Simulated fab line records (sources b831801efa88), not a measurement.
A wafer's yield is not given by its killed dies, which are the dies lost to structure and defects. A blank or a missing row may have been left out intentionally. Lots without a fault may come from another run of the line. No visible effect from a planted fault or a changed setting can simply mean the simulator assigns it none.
Which tool is to blame? | flow sky130 | 33 wafers from 11 lots sampled at 5 of the route's 708 steps

## WHAT THE GAUGES READ, wafer by wafer
SKY_METAL1_RS_MEAS_05: a four-point-probe measurement. Usual: METAL1_ALCU_RS gives 0.1277 ohm/sq (standard deviation 0.0013).
lot  | measured     | on            | METAL1_ALCU_RS (ohm/sq) | flag
L612 | day 31 23:28 | film metro-03 | 0.1251 0.1255 0.1245    |
L616 | day 33 08:59 | film metro-04 | 0.1255 0.1255 0.1266    |
L617 | day 33 21:28 | film metro-03 | 0.1263 0.1275 0.1255    |
L619 | day 34 10:17 | film metro-03 | 0.1280 0.1272 0.1276    |
L620 | day 34 12:43 | film metro-04 | 0.1273 0.1281 0.1276    |
L621 | day 35 02:44 | film metro-02 | 0.1284 0.1295 0.1282    |
L623 | day 35 08:53 | film metro-02 | 0.1286 0.1268 0.1271    |
L624 | day 35 23:30 | film metro-04 | 0.1292 0.1290 0.1289    |
L625 | day 36 01:16 | film metro-03 | 0.1281 0.1283 0.1285    |
L627 | day 37 02:57 | film metro-04 | 0.1303 0.1306 0.1295    |
L634 | day 39 04:52 | film metro-02 | 0.1273 0.1269 0.1277    |

SKY_METAL2_RS_MEAS_05: a four-point-probe measurement. Usual: METAL2_ALCU_RS gives 0.1263 ohm/sq (standard deviation 0.00099).
lot  | measured     | on            | METAL2_ALCU_RS (ohm/sq) | flag
L612 | day 34 08:14 | film metro-02 | 0.1268 0.1260 0.1273    |
L616 | day 35 16:34 | film metro-02 | 0.1279 0.1266 0.1267    |
L617 | day 36 05:14 | film metro-02 | 0.1270 0.1286 0.1255    |
L619 | day 36 18:52 | film metro-03 | 0.1256 0.1248 0.1254    |
L620 | day 36 21:36 | film metro-02 | 0.1277 0.1283 0.1277    |
L621 | day 37 10:15 | film metro-02 | 0.1245 0.1249 0.1260    |
L623 | day 37 16:08 | film metro-03 | 0.1267 0.1270 0.1261    |
L624 | day 38 05:25 | film metro-02 | 0.1254 0.1260 0.1264    |
L625 | day 38 07:37 | film metro-02 | 0.1266 0.1273 0.1270    |
L627 | day 39 08:59 | film metro-03 | 0.1254 0.1252 0.1262    |
L634 | day 41 07:25 | film metro-01 | 0.1277 0.1272 0.1267    |

## WHICH TOOL RAN EACH LOT (tool, then ch and the chambers of the sampled wafers, then the start)
lot  | SKY_CONTACT_ETCH_18                           | SKY_VIA1_COAT_06                  | SKY_VIA1_ETCH_14
L612 | rie diel-04 ch 0,1,2, day 31 23:28 or earlier | litho track-04 ch 0, day 33 16:53 | rie diel-01 ch 0,1,2, day 34 06:41
L616 | rie diel-02 ch 0,3, day 33 08:59 or earlier   | litho track-04 ch 0, day 35 02:10 | rie diel-01 ch 1,2,3, day 35 15:07
L617 | rie diel-02 ch 0,1, day 33 21:28 or earlier   | litho track-03 ch 0, day 35 13:35 | rie diel-04 ch 1,2, day 36 03:47
L619 | rie diel-02 ch 0,3, day 34 10:17 or earlier   | litho track-03 ch 0, day 36 03:56 | rie diel-01 ch 0,1,2, day 36 17:25
L620 | rie diel-04 ch 0,1,3, day 34 12:43 or earlier | litho track-04 ch 0, day 36 06:38 | rie diel-03 ch 0,1,3, day 36 20:07
L621 | rie diel-02 ch 0,1,2, day 35 02:44 or earlier | litho track-03 ch 0, day 36 18:49 | rie diel-03 ch 1,3, day 37 08:47
L623 | rie diel-04 ch 0,1,2, day 35 08:53 or earlier | litho track-04 ch 0, day 37 01:19 | rie diel-01 ch 0,1,3, day 37 14:31
L624 | rie diel-02 ch 0,2,3, day 35 23:30 or earlier | litho track-03 ch 0, day 37 14:58 | rie diel-04 ch 0,2, day 38 03:47
L625 | rie diel-02 ch 1,2,3, day 36 01:16 or earlier | litho track-04 ch 0, day 37 16:38 | rie diel-04 ch 0,2,3, day 38 06:05
L627 | rie diel-03 ch 0,1, day 37 02:57 or earlier   | litho track-03 ch 0, day 38 18:10 | rie diel-03 ch 0,3, day 39 07:29
L634 | rie diel-03 ch 1,2, day 39 04:52 or earlier   | litho track-01 ch 0, day 40 18:24 | rie diel-01 ch 0,2,3, day 41 05:53
- SKY_CONTACT_ETCH_18: etches Si3N4 in CHF3/O2, stops on TiN, time 39 s, target depth 75 nm.
- SKY_VIA1_COAT_06: resist thk 60 nm.
- SKY_VIA1_ETCH_14: etches BARC in N2/H2, stops on SiO2, time 45.9 s, target depth 60 nm.

## WHAT THE TOOLS THEMSELVES READ (means of the sampled wafers that have a number; where no wafer has one, the mark that the record gives instead)
SKY_CONTACT_ETCH_18. Usual: drypump motor current A 5.8 A, standard deviation 0.5; oes product au 0.854 a.u., standard deviation 0.0077; throttle valve pct 8.794 %, standard deviation 0.0099.
lot  | tool        | drypump motor current A (A) | oes product au (a.u.) | throttle valve pct (%) | flag
L612 | rie diel-04 | 5.6                         | 0.849                 | 8.790                  |
L616 | rie diel-02 | 6.4                         | 0.847                 | 8.793                  |
L617 | rie diel-02 | 6.0                         | 0.858                 | 8.803                  |
L619 | rie diel-02 | 6.4                         | 0.851                 | 8.789                  |
L620 | rie diel-04 | 5.8                         | 0.857                 | 8.806                  |
L621 | rie diel-02 | 5.9                         | 0.865                 | 8.803                  |
L623 | rie diel-04 | 5.6                         | 0.845                 | 8.798                  |
L624 | rie diel-02 | 6.1                         | 0.850                 | 8.795                  |
L625 | rie diel-02 | 6.1                         | 0.854                 | 8.794                  |
L627 | rie diel-03 | 5.2                         | 0.849                 | 8.796                  |
L634 | rie diel-03 | 5.4                         | 0.859                 | 8.799                  |

SKY_VIA1_ETCH_14. Usual: drypump motor current A 5.6 A, standard deviation 0.43; n2 flow sccm 99.96 sccm, standard deviation 0.29; oes product au 0.854 a.u., standard deviation 0.0041; throttle valve pct 13.224 %, standard deviation 0.0088.
lot  | tool        | drypump motor current A (A) | n2 flow sccm (sccm) | oes product au (a.u.) | throttle valve pct (%) | flag
L612 | rie diel-01 | 5.6                         | 99.81               | 0.853                 | 13.219                 |
L616 | rie diel-01 | 5.6                         | 99.87               | 0.854                 | 13.220                 |
L617 | rie diel-04 | 5.2                         | 100.08              | 0.853                 | 13.225                 |
L619 | rie diel-01 | 5.7                         | 99.96               | 0.851                 | 13.213                 |
L620 | rie diel-03 | 5.4                         | 100.26              | 0.858                 | 13.231                 |
L621 | rie diel-03 | 5.1                         | 100.14              | 0.852                 | 13.227                 |
L623 | rie diel-01 | 5.5                         | 99.72               | 0.856                 | 13.220                 |
L624 | rie diel-04 | 5.9                         | 99.69               | 0.854                 | 13.226                 |
L625 | rie diel-04 | 5.7                         | 99.76               | 0.854                 | 13.217                 |
L627 | rie diel-03 | 5.7                         | 100.52              | 0.844                 | 13.217                 |
L634 | rie diel-01 | 5.7                         | 100.20              | 0.857                 | 13.224                 |

## THE ANSWER, worked out from the rows above alone
Rule: a lot is off if the mean of its wafers that have a number lies more than 3 standard deviations from the usual mean. Also off: a lot with no number at a reading for which 4 or more lots have one. The other lots that the step has rows for count as sound. After the gauges, taken in route order, come the tools' own readings; for these a lot's mean is taken, as printed above. At the first step where some lot is off, the reading lying furthest off is the one used; lots without a number count as furthest.
No lot is off at any reading shown: from this, nothing can be told.

## WHAT THE SIMULATOR HAD PUT IN
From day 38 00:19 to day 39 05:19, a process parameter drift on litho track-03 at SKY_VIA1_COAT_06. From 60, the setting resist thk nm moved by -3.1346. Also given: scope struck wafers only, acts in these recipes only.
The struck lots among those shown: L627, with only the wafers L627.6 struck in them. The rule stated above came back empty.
